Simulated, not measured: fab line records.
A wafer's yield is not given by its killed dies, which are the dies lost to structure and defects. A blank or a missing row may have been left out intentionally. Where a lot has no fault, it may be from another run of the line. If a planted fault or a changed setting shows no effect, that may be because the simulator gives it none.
A struck lot beside a sound one ; flow sky130 ; 15 steps out of a route of 708
Sound: wafers L870.2, L870.4, L870.6. Wafers L858.3, L858.4, L858.6 were the ones struck. The cause is given at the end.
Order at every step that has rows: each side's tool, ch and its chambers, its first start. Under that, the readings that differ: sound wafers ; struck wafers ; difference of the means ; sigmas: that difference in standard deviations of wafers without a fault.
alike: a reading whose means differ by less than 2 such deviations, as well as words and numbers matching on both sides. not compared: withheld readings; readings where some wafer has no value; bounds like >300 that might hide an equal value; numbers whose values overlap and for which the record gives no deviation.
Wherever a step has rows on one side only, a row that says differs or no value, or a row with sigmas, the two part there. Numbers that don't overlap but have no deviation are shown without sigmas and don't part them. A reading that every wafer of one side lacks parts them only if that side has two wafers or more.

first, 4 steps without rows for these wafers: SKY_LOCAL_INTERCONNECT_SOFTBAKE_07 (time 90 s); SKY_LOCAL_INTERCONNECT_EXPOSE_08 (exposes mask LI1M, target cd 170 nm); SKY_LOCAL_INTERCONNECT_PEB_09; SKY_LOCAL_INTERCONNECT_DEVELOP_10 (develop time 60 s).
SKY_LOCAL_INTERCONNECT_CD_MEAS_11 targets a cd of 170 nm.
  sound: cd sem-01 at day 34 17:23; struck: cd sem-01 at day 30 16:24
  alike: cd nm
SKY_LOCAL_INTERCONNECT_OVL_MEAS_12:
  sound: overlay-01 at day 34 17:29; struck: overlay-01 at day 30 16:29
reading;sound;struck;difference;sigmas
LOCAL_INTERCONNECT_OVL (nm);-11 -6 -3;4 4 8;+12;+2
SKY_LOCAL_INTERCONNECT_ETCH_13: etches BARC in N2/H2, stops on SiO2, time 45.9 s, target depth 60 nm.
  sound on rie metal-02 ch 1, day 34 17:31; struck on rie metal-01 ch 1, day 30 16:34
  alike: drypump motor current A, oes product au, throttle valve pct
  not compared: rf hours counter h
SKY_LOCAL_INTERCONNECT_METAL_ETCH_14: etches TiN in Cl2/BCl3, stops on PSG, target depth 110 nm, time 31.4 s.
  sound on rie metal-02 ch 1, day 34 17:35; struck on rie metal-01 ch 1, day 30 16:41
  alike: drypump motor current A, oes product au, throttle valve pct
  not compared: rf hours counter h
SKY_LOCAL_INTERCONNECT_STRIP_15: strips in O2/N2.
  sound on plasma asher-03 ch 0,1, day 34 17:38; struck on plasma asher-03 ch 0,1, day 30 16:47
  alike: drypump motor current A, oes product au, strip time to endpoint s
  not compared: rf hours counter h
then, 3 steps without rows for these wafers: SKY_LOCAL_INTERCONNECT_STRIP_16 (strips in post etch residue remover, time 1200 s); SKY_LOCAL_INTERCONNECT_CLEAN_17 (cleans in IPA, time 180 s); SKY_LOCAL_INTERCONNECT_CLEAN_18 (cleans in O3/DIW).
SKY_CONTACT_CVD_00: deposits Si3N4, target thk 75 nm.
  sound on pecvd-02 ch 0,2, day 34 18:16; struck on pecvd-04 ch 0,1,2, day 30 17:00
  alike: heater power outer w, heater power w
SKY_CONTACT_THK_MEAS_01:
  sound: film metro-04 at day 34 18:19; struck: film metro-03 at day 30 17:49
reading;sound;struck;difference;sigmas
CONTACT_CVD_00_THK (nm);74.7 76.2 76.5;150.2 151.1 152.1;+75.3;+79
SKY_PAD_OPEN_PROBE_99:
  the record has rows for the sound wafers here (prober-02, day 48 23:52) and none for the struck ones

## WHERE THEY PART
First at SKY_LOCAL_INTERCONNECT_OVL_MEAS_12; last, within this record, at SKY_PAD_OPEN_PROBE_99.

WHY: what had been put in by the simulator
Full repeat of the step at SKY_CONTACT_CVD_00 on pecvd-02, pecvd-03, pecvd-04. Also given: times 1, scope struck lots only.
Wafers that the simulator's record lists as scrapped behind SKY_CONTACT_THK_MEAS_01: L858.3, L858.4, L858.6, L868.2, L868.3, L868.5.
